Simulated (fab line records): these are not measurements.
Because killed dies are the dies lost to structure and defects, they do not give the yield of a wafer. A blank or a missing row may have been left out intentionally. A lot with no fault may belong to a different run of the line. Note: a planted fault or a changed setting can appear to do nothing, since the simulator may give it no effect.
Lot-split experiment :: flow sfqLine :: route with 325 steps; 5 lots, 23 wafers read

== ON THE SPLIT ==
At SFQ_TRILAYER_JJ_CE_LITHO_EXPOSE_115 (exposes mask J5, target cd 700 nm), the setting doseMj was moved away from the recipe's 14.4 on 5 of the 23 wafers read, by -2.1% to +2.9%. The other wafers ran this setting at the recipe's value.

== FROM THE SPLIT TO THE READING: what the file shows between them, 2 steps ==
- SFQ_TRILAYER_JJ_CE_LITHO_PEB_117: peb time 60 s
- SFQ_TRILAYER_JJ_CE_LITHO_DEVELOP_116: time 60 s

== THE READING ==
cdNm, in nm, at SFQ_TRILAYER_JJ_CE_METRO_MEASURE_117. Fault-free wafers of this fab line usually give 700.0 nm, standard deviation 0.83 nm.

wafer: L076.1
tool, chamber at the split: krfScanner-02, 0
doseMj as run: 14.4
against the recipe: recipe
cdNm, nm: 699.7
against lot-mates on the recipe: -

wafer: L076.2
tool, chamber at the split: krfScanner-02, 0
doseMj as run: 14.4
against the recipe: recipe
cdNm, nm: 700.4
against lot-mates on the recipe: -

wafer: L076.3
tool, chamber at the split: krfScanner-02, 0
doseMj as run: 14.4
against the recipe: recipe
cdNm, nm: 701.0
against lot-mates on the recipe: -

wafer: L076.4
tool, chamber at the split: krfScanner-02, 0
doseMj as run: 14.4
against the recipe: recipe
cdNm, nm: 701.0
against lot-mates on the recipe: -

wafer: L076.6
tool, chamber at the split: krfScanner-02, 0
doseMj as run: 14.4
against the recipe: recipe
cdNm, nm: 701.1
against lot-mates on the recipe: -

wafer: L078.1
tool, chamber at the split: krfScanner-02, 0
doseMj as run: 14.4
against the recipe: recipe
cdNm, nm: 699.9
against lot-mates on the recipe: -

wafer: L078.2
tool, chamber at the split: krfScanner-02, 0
doseMj as run: 14.4
against the recipe: recipe
cdNm, nm: 700.3
against lot-mates on the recipe: -

wafer: L078.4
tool, chamber at the split: krfScanner-02, 0
doseMj as run: 14.82
against the recipe: +2.9%
cdNm, nm: 693.7
against lot-mates on the recipe: -6.4

wafer: L078.5
tool, chamber at the split: krfScanner-02, 0
doseMj as run: 14.82
against the recipe: +2.9%
cdNm, nm: 695.0
against lot-mates on the recipe: -5.1

wafer: L078.6
tool, chamber at the split: krfScanner-02, 0
doseMj as run: 14.4
against the recipe: recipe
cdNm, nm: 700.2
against lot-mates on the recipe: -

wafer: L079.2
tool, chamber at the split: krfScanner-02, 0
doseMj as run: 14.4
against the recipe: recipe
cdNm, nm: 700.0
against lot-mates on the recipe: -

wafer: L079.3
tool, chamber at the split: krfScanner-02, 0
doseMj as run: 14.1
against the recipe: -2.1%
cdNm, nm: 702.7
against lot-mates on the recipe: +3.4

wafer: L079.4
tool, chamber at the split: krfScanner-02, 0
doseMj as run: 14.1
against the recipe: -2.1%
cdNm, nm: 702.9
against lot-mates on the recipe: +3.5

wafer: L079.5
tool, chamber at the split: krfScanner-02, 0
doseMj as run: 14.4
against the recipe: recipe
cdNm, nm: 698.7
against lot-mates on the recipe: -

wafer: L079.6
tool, chamber at the split: krfScanner-02, 0
doseMj as run: 14.1
against the recipe: -2.1%
cdNm, nm: 701.7
against lot-mates on the recipe: +2.4

wafer: L080.3
tool, chamber at the split: krfScanner-01, 0
doseMj as run: 14.4
against the recipe: recipe
cdNm, nm: 699.4
against lot-mates on the recipe: -

wafer: L080.5
tool, chamber at the split: krfScanner-01, 0
doseMj as run: 14.4
against the recipe: recipe
cdNm, nm: 699.3
against lot-mates on the recipe: -

wafer: L080.6
tool, chamber at the split: krfScanner-01, 0
doseMj as run: 14.4
against the recipe: recipe
cdNm, nm: 699.9
against lot-mates on the recipe: -

wafer: L084.1
tool, chamber at the split: krfScanner-01, 0
doseMj as run: 14.4
against the recipe: recipe
cdNm, nm: 699.6
against lot-mates on the recipe: -

wafer: L084.2
tool, chamber at the split: krfScanner-01, 0
doseMj as run: 14.4
against the recipe: recipe
cdNm, nm: 699.5
against lot-mates on the recipe: -

wafer: L084.3
tool, chamber at the split: krfScanner-01, 0
doseMj as run: 14.4
against the recipe: recipe
cdNm, nm: 700.0
against lot-mates on the recipe: -

wafer: L084.5
tool, chamber at the split: krfScanner-01, 0
doseMj as run: 14.4
against the recipe: recipe
cdNm, nm: 699.2
against lot-mates on the recipe: -

wafer: L084.6
tool, chamber at the split: krfScanner-01, 0
doseMj as run: 14.4
against the recipe: recipe
cdNm, nm: 699.0
against lot-mates on the recipe: -

THE FIT
A straight line over all 23 wafers: cdNm changes by -1.61 nm for each +1% of doseMj; r = -0.93; the points scatter about the line by 0.77 nm.
The same after taking each lot's own level away (the mean of its wafers on the recipe; 23 wafers): -1.77 nm for each +1%; r = -0.97; scatter 0.55 nm.
The reading moves by 5.2 nm for the largest change in doseMj, on that fit.
Across the lots, their own levels run from 699.35 to 700.64 nm, a range of 1.6 times the standard deviation given above.
Consequently the slope shifts little with the lot-to-lot level, the two slopes agreeing.
Check: for one of the wafers moved furthest among these (+2.9%), held out of the fit, the line's prediction against its lot-mates is -4.72 nm. It came out at -6.43 nm against them.

== THE FILE'S OWN FIT ==
cdNm changes by -1.82 nm for each +1% of doseMj, r = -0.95.
